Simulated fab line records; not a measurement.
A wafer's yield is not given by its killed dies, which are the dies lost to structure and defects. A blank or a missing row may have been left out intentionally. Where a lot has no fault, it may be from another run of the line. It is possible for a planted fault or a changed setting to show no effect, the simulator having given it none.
Problem report in the 8D (eight disciplines) form, filled by code / flow sky130 / the parts of the form that need people (team, actions taken, sign-off) are left out

## 1. WHAT IS WRONG
At SKY_PASSIVATION_ETCH_11, rfFwdPowerW averages 674.2 W over 2 wafers from 2 lots, while fault-free wafers read 796.7 W, standard deviation 2.6. Relative to the usual mean, that is a shift of -47 standard deviations.
The step: etches the open film in CF4/O2, stops on AlCu, target depth 725 nm, time 161.1 s.
The first sign was on wafer L353.1 at day 46 07:38, on rieDiel-02. Wafers with a number at this step in the record: 33, from 11 lots. Rule for "out" (also "out of limits"): further than 4 standard deviations from the usual mean. All remaining wafers that have a number are taken as sound.

## 2. WHAT IT IS AND WHAT IT IS NOT
question=which readings at this step | is=rfFwdPowerW, oesProductAu | is not=drypumpMotorCurrentA, throttleValvePct
question=which lots | is=L353, L357 | is not=L350, L351, L352, L354, L365, L366, L369, L370, L372
question=which wafers of those lots | is=L353.1, L357.1 | is not=L353.3, L353.5, L357.3, L357.4
question=read on which tools | is=rieDiel-02 | is not=rieDiel-01, rieDiel-03
question=when | is=from day 46 07:38 | is not=up to then (14 sound wafers); but 17 sound wafers of L357, L365, L366, L369, L370, L372 came after

## 3. SUSPECTS, AND WHAT RULES EACH OUT
Counting: any tool at a process step up to the reading remains a suspect provided it ran every lot that is out. Sound lots after the first of them don't rule it out here, since some wafers of a struck lot are sound.
- rieDiel-02 at SKY_PASSIVATION_ETCH_11 (etches the open film in CF4/O2, stops on AlCu, target depth 725 nm, time 161.1 s): kept. It ran every lot that is out, first L353 (day 46 07:38); its last sound lot up to then is L354 (day 46 04:25). Its own oesProductAu, rfFwdPowerW readings are out on those wafers.
- At SKY_PASSIVATION_ETCH_11, inside rieDiel-02: chamber 2 took the wafers that are out, while their sound lot-mates went through chambers 0, 1, 3.
After counting, what remains is rieDiel-02 at SKY_PASSIVATION_ETCH_11.

## 4. THE CAUSE (what the simulator had put in)
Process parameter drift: rieDiel-02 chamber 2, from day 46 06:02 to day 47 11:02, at SKY_PASSIVATION_ETCH_11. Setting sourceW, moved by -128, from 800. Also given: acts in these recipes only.
Only this tool survived the counting.

## 5. THE EFFECT CHAIN, in route order
One row per reading whose mean, taken over the struck wafers that have a number, lies over 3 standard deviations from the usual. Scope: only readings with a usual standard deviation given in the record; hours: median across lots of the time from each lot's start at the first step in this table that gives one to its start at this step; sigmas: change in usual standard deviations.
hours=0; step=SKY_PASSIVATION_ETCH_11; reading=oesProductAu; usual=0.979 a.u.; on struck wafers=0.915; change=-0.064; sigmas=-9.1
hours=0; step=SKY_PASSIVATION_ETCH_11; reading=rfFwdPowerW; usual=796.7 W; on struck wafers=674.2; change=-122.5; sigmas=-47
hours=0; step=SKY_PASSIVATION_STRIP_12; reading=stripTimeToEndpointS; usual=31.51 s; on struck wafers=32.37; change=+0.86; sigmas=+6.1
hours=22; step=SKY_PAD_OPEN_PROBE_99; reading=defectLimitedYield; usual=82.5 %; on struck wafers=1.7; change=-80.8; sigmas=-43
hours=22; step=SKY_PAD_OPEN_PROBE_99; reading=killedAtOther; usual=0.3; on struck wafers=407.5; change=+407.2; sigmas=+99 or more
hours=22; step=SKY_PAD_OPEN_PROBE_99; reading=killedDies; usual=86; on struck wafers=484; change=+398; sigmas=+42
hours=22; step=SKY_PAD_OPEN_PROBE_99; reading=killedOnRim; usual=17; on struck wafers=96; change=+79; sigmas=+21
hours=22; step=SKY_PAD_OPEN_PROBE_99; reading=sort_bin_5_function; usual=10.4 %; on struck wafers=92.7; change=+82.3; sigmas=+59
hours=22; step=SKY_PAD_OPEN_PROBE_99; reading=sortNPass; usual=402; on struck wafers=8; change=-394; sigmas=-36
hours=22; step=SKY_PAD_OPEN_PROBE_99; reading=sortYieldPct; usual=81.7 %; on struck wafers=1.7; change=-80.0; sigmas=-36
Its process steps:
- SKY_PASSIVATION_ETCH_11: etches the open film in CF4/O2, stops on AlCu, target depth 725 nm, time 161.1 s.
- SKY_PASSIVATION_STRIP_12: strips in O2/N2.
- SKY_PAD_OPEN_PROBE_99

## 6. WHAT WOULD HAVE CAUGHT IT SOONER
The fault began at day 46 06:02; the first out-of-limits reading in this record came at day 46 07:38, 2 hours later.
